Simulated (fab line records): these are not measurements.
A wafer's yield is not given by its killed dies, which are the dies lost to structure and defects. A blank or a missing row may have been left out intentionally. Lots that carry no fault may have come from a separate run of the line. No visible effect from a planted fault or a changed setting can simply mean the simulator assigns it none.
Which tool was responsible? ; flow gf180mcu ; Sampling: 11 lots, 33 wafers, 3 of 602 route steps

== WHAT EACH GAUGE READ, for each wafer ==
GF_V5_BOW_MEAS_05.
lot;measured;on;V5_BOW (um)
L451;day 26 05:08;filmMetro-03;146 145 145
L452;day 26 20:46;filmMetro-03;149 137 142
L454;day 27 09:52;filmMetro-01;138 133 136
L455;day 27 19:00;filmMetro-02;142 140 139 - - -
L459;day 29 07:02;filmMetro-01;131 133 117
L466;day 31 05:35;filmMetro-03;132 120 130
L467;day 31 12:20;filmMetro-03;130 136 136
L468;day 31 20:46;filmMetro-02;128 111 134
L469;day 32 05:57;filmMetro-03;143 137 134
L470;day 32 07:11;filmMetro-01;143 122 134
L472;day 32 20:07;filmMetro-01;139 147 130

== WHAT TOOL EACH LOT RAN ON (gives the tool, then ch and the chambers of the sampled wafers, and finally the start) ==
lot;GF_V5_CVD_02;GF_V5_CMP_04
L451;pecvd-01 ch 0,1,2, day 26 04:35;cmp-02 ch 0,1, day 26 04:47
L452;pecvd-01 ch 1,2, day 26 20:16;cmp-01 ch 0,1,3, day 26 20:29
L454;pecvd-01 ch 0,2, day 27 09:23;cmp-02 ch 1,2,3, day 27 09:39
L455;pecvd-01 ch 0,1, day 27 18:29;cmp-02 ch 1,2,3, day 27 18:42
L459;pecvd-01 ch 0,1,2, day 29 06:34;cmp-01 ch 0,2,3, day 29 06:50
L466;pecvd-01 ch 1,2, day 31 05:07;cmp-01 ch 0,1,3, day 31 05:17
L467;pecvd-04 ch 0,1,2, day 31 11:50;cmp-02 ch 0,1,3, day 31 12:06
L468;pecvd-01 ch 0,2, day 31 20:13;cmp-01 ch 0,3, day 31 20:29
L469;pecvd-04 ch 0,1, day 32 05:28;cmp-02 ch 0,1,2, day 32 05:42
L470;pecvd-03 ch 1,2, day 32 06:41;cmp-02 ch 0,1,2, day 32 06:59
L472;pecvd-03 ch 0,1, day 32 19:37;cmp-02 ch 0,1,2, day 32 19:53
- GF_V5_CVD_02: deposits SiO2 from TEOS, target thk 1450 nm, time 163.28 s.
- GF_V5_CMP_04: polishes SiO2.

== AS READ BY THE TOOLS THEMSELVES (means over the sampled wafers that have a number; for cases with no such wafer, the mark the record gives instead) ==
GF_V5_CVD_02.
lot;tool;heaterPowerOuterW (W);heaterPowerW (W);rfFwdPowerW (W)
L451;pecvd-01;298;584;596.4
L452;pecvd-01;319;587;595.5
L454;pecvd-01;361;690;596.6
L455;pecvd-01;245;492;596.9
L459;pecvd-01;368;673;597.7
L466;pecvd-01;299;558;596.5
L467;pecvd-04;358;622;598.6
L468;pecvd-01;352;679;599.2
L469;pecvd-04;340;584;598.9
L470;pecvd-03;333;579;598.3
L472;pecvd-03;337;601;597.6

GF_V5_CMP_04.
lot;tool;motorCurrentA (A);slurryFilterDpKPa (kPa)
L451;cmp-02;10.9;13.52
L452;cmp-01;14.2;13.51
L454;cmp-02;11.5;13.51
L455;cmp-02;11.2;13.59
L459;cmp-01;14.9;13.54
L466;cmp-01;14.0;13.44
L467;cmp-02;11.2;13.59
L468;cmp-01;14.5;13.46
L469;cmp-02;11.3;13.49
L470;cmp-02;10.8;13.58
L472;cmp-02;11.2;13.50

== THE ANSWER, worked out from the rows above alone ==
Rule: the usual values come from the lots themselves. Put in order of their means at a reading, lots are off if they are a third of the lots or fewer, leave a main group of 4 or more, and stand apart from it by a gap of 3 or more times the standard deviation of the main group's means; of several such gaps the widest counts. A main group is skipped when, at the precision printed for the reading in the tables above, its means are all equal. A lot without any number at a reading at which 4 lots or more have one is off too. All remaining lots with rows at the step are treated as sound. The gauges are gone through in route order, then the tools' own readings, and for those a lot's mean is taken as printed above. At the first step where some lot is off, the reading lying furthest off is the one used; lots without a number count as furthest.
No lot is off on any of the readings shown, so nothing can be concluded from this.

== WHAT THE SIMULATOR PUT IN ==
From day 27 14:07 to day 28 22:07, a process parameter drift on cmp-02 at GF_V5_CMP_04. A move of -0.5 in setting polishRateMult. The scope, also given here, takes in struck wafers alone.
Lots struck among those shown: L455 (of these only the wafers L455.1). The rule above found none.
